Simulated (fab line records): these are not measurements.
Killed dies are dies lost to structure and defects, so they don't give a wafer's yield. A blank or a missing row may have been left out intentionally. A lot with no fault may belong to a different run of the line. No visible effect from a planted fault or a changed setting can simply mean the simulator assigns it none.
A lot that was struck, set against a sound lot -- flow sky130 -- 42 out of 708 route steps
Sound: the wafers L563.2, L563.5, L563.6. Wafers L569.1, L569.2, L569.5 were the ones struck. The cause comes at the end.
For every step that has rows: the tool of each side, followed by ch and its chambers, followed by its first start. Under that, the readings that differ: sound wafers -- struck wafers -- difference of the means -- sigmas: that difference in standard deviations of wafers without a fault.
alike: words and numbers the same on both sides, and readings whose means are apart by under 2 such deviations; not compared: readings that were withheld, readings missing a value for some wafer, numbers with overlapping values and no deviation given by the record, and bounds like >300 which may hide the same value.
A row with sigmas, a row that says differs or no value, or rows on one side alone: a step with any of these is where the two part. Numbers that have no deviation but don't overlap get no sigmas and don't part them. A reading that every wafer of one side lacks parts them only if that side has two wafers or more.

SKY_POLY_CUT_ETCH_10: etches BARC in N2/H2, stops on SiO2, time 45.9 s, target depth 60 nm.
  sound on rieDiel-03 ch 0,2,3, day 26 11:29; struck on rieDiel-03 ch 0,1,3, day 28 20:01
  alike: drypumpMotorCurrentA, oesProductAu, throttleValvePct
  not compared: rfHoursCounterH
SKY_POLY_CUT_ETCH_11: etches Si3N4 in CF4/CH2F2/Ar, stops on poly-Si, time 42.5 s, target depth 60 nm.
  sound on rieDiel-03 ch 0,2,3, day 26 11:32; struck on rieDiel-03 ch 0,1,3, day 28 20:04
  alike: drypumpMotorCurrentA, oesProductAu, throttleValvePct
  not compared: rfHoursCounterH
then, 8 steps without rows for these wafers: SKY_POLY_CUT_STRIP_12 (strips in O2/N2); SKY_SD_P_DEHYDRATE_00 (time 60 s); SKY_SD_P_HMDS_01 (prime time 60 s); SKY_SD_P_COAT_02 (resist thk 1140 nm); SKY_SD_P_SOFTBAKE_03 (time 60 s); SKY_SD_P_EXPOSE_04 (exposes mask PSDM, target cd 380 nm); SKY_SD_P_PEB_05; SKY_SD_P_DEVELOP_06 (develop time 60 s).
SKY_SD_P_CD_MEAS_07: the cd target is 380 nm.
  struck on cdSem-01, day 29 23:25; sound on cdSem-01, day 27 16:45
  alike: cdNm
SKY_SD_P_OVL_MEAS_08:
  struck on overlay-02, day 29 23:32; sound on overlay-01, day 27 16:52
  alike: SD_P_OVL
SKY_SD_P_IMPLANT_09:
  sound on implanter-01 ch 0, day 27 16:55; struck on implanter-01 ch 0, day 29 23:34
then, 1 step without rows for these wafers: SKY_SD_P_STRIP_10 (strips in O2/N2).
SKY_SD_P_TW_MEAS_11:
  struck on filmMetro-04, day 29 23:49; sound on filmMetro-02, day 27 17:09
  alike: SD_P_TW
then, 8 steps without rows for these wafers: SKY_RES_XHIGH_DEHYDRATE_00 (time 60 s); SKY_RES_XHIGH_HMDS_01 (prime time 60 s); SKY_RES_XHIGH_COAT_02 (resist thk 1140 nm); SKY_RES_XHIGH_SOFTBAKE_03 (time 60 s); SKY_RES_XHIGH_EXPOSE_04 (exposes mask URPM, target cd 1270 nm); SKY_RES_XHIGH_PEB_05; SKY_RES_XHIGH_DEVELOP_06 (develop time 60 s); SKY_RES_XHIGH_IMPLANT_07.
SKY_RES_XHIGH_STRIP_08: strips in O2/N2.
  sound on plasmaAsher-02 ch 0,1, day 28 21:03; struck on plasmaAsher-02 ch 0,1, day 31 03:33
  alike: drypumpMotorCurrentA, oesProductAu, stripTimeToEndpointS
  not compared: rfHoursCounterH
SKY_RES_XHIGH_TW_MEAS_09:
  struck on filmMetro-01, day 31 03:39; sound on filmMetro-04, day 28 21:10
  alike: RES_XHIGH_TW
then, 7 steps without rows for these wafers: SKY_SD_N_DEHYDRATE_00 (time 60 s); SKY_SD_N_HMDS_01 (prime time 60 s); SKY_SD_N_COAT_02 (resist thk 1140 nm); SKY_SD_N_SOFTBAKE_03 (time 60 s); SKY_SD_N_EXPOSE_04 (exposes mask NSDM, target cd 380 nm); SKY_SD_N_PEB_05; SKY_SD_N_DEVELOP_06 (develop time 60 s).
SKY_SD_N_CD_MEAS_07: the cd target is 380 nm.
  struck on cdSem-02, day 32 06:40; sound on cdSem-02, day 30 01:07
  alike: cdNm
SKY_SD_N_OVL_MEAS_08:
  struck on overlay-01, day 32 06:47; sound on overlay-02, day 30 01:14
  alike: SD_N_OVL
then, 2 steps without rows for these wafers: SKY_SD_N_IMPLANT_09; SKY_SD_N_IMPLANT_10.
SKY_SD_N_STRIP_11: strips in O2/N2.
  sound on plasmaAsher-01 ch 0,1, day 30 01:34; struck on plasmaAsher-03 ch 0,1, day 32 07:07
  alike: drypumpMotorCurrentA, oesProductAu, stripTimeToEndpointS
  not compared: rfHoursCounterH
SKY_SD_N_TW_MEAS_12:
  struck on filmMetro-04, day 32 07:13; sound on filmMetro-01, day 30 01:40
  alike: SD_N_TW
then, 1 step without rows for these wafers: SKY_SD_N_CLEAN_13 (cleans in SC1/SC2, time 150 s).
SKY_SD_N_RTA_14: time 2 s.
  sound on rtpAnneal-02 ch 0, day 30 01:50; struck on rtpAnneal-01 ch 0, day 32 07:20
  alike: lampPowerPct, rampUpCPerS, wafer_temp_C_max
SKY_SD_N_RS_MEAS_16: measurement is done with a four-point probe.
  struck on filmMetro-02, day 32 07:30; sound on filmMetro-01, day 30 02:01
  alike: SD_N_RS
-- a jump in the record: the struck wafers' starts before and after are 16 days apart (it breaks off in module SD_N and resumes in module PAD_OPEN, where the first step shown is number 708 of the route) --
SKY_PAD_OPEN_PROBE_99:
  struck on prober-01, day 48 18:08; sound on prober-02, day 47 08:05
reading,sound,struck,difference,sigmas
killedOpen,52 31 35,57 50 53,+14,+2
model.etest.pfetG5v0d10v5.rOnOhmUm,4716 4808 4734,4900 4855 4864,+120,
model.etest.pfetG5v0d10v5.driveUaUm,342 340.2 344.9,332.7 333.3 336.2,-8.3,
model.etest.resHighPo.rsOhmSqRimLessCentre,6.193 5.323 4.55,-5.722 -4.832 -5.636,-10.752,
model.etest.pfet_01v8_mvt.driveUaUm,153.2 150.6 152.3,148.6 149.8 149.4,-2.8,
model.etest.pfetG5v0d10v5.vtLongV (V),-0.9545 -0.9661 -0.9534,-0.9533 -0.9462 -0.9502,+0.0081,
  alike: killed_at_M0_to_M3, killed_at_M4_up, killedAtContacts, killedAtFrontEnd, killedAtOther, killedDies, killedOnRim, killedShort
  not compared: model.etest.pfet_01v8.rOnOhmUm, model.etest.pfet_01v8_lvt.driveUaUm

== WHERE THEY PART ==
Within this record, at SKY_PAD_OPEN_PROBE_99 only.

WHY: whatever the simulator had introduced
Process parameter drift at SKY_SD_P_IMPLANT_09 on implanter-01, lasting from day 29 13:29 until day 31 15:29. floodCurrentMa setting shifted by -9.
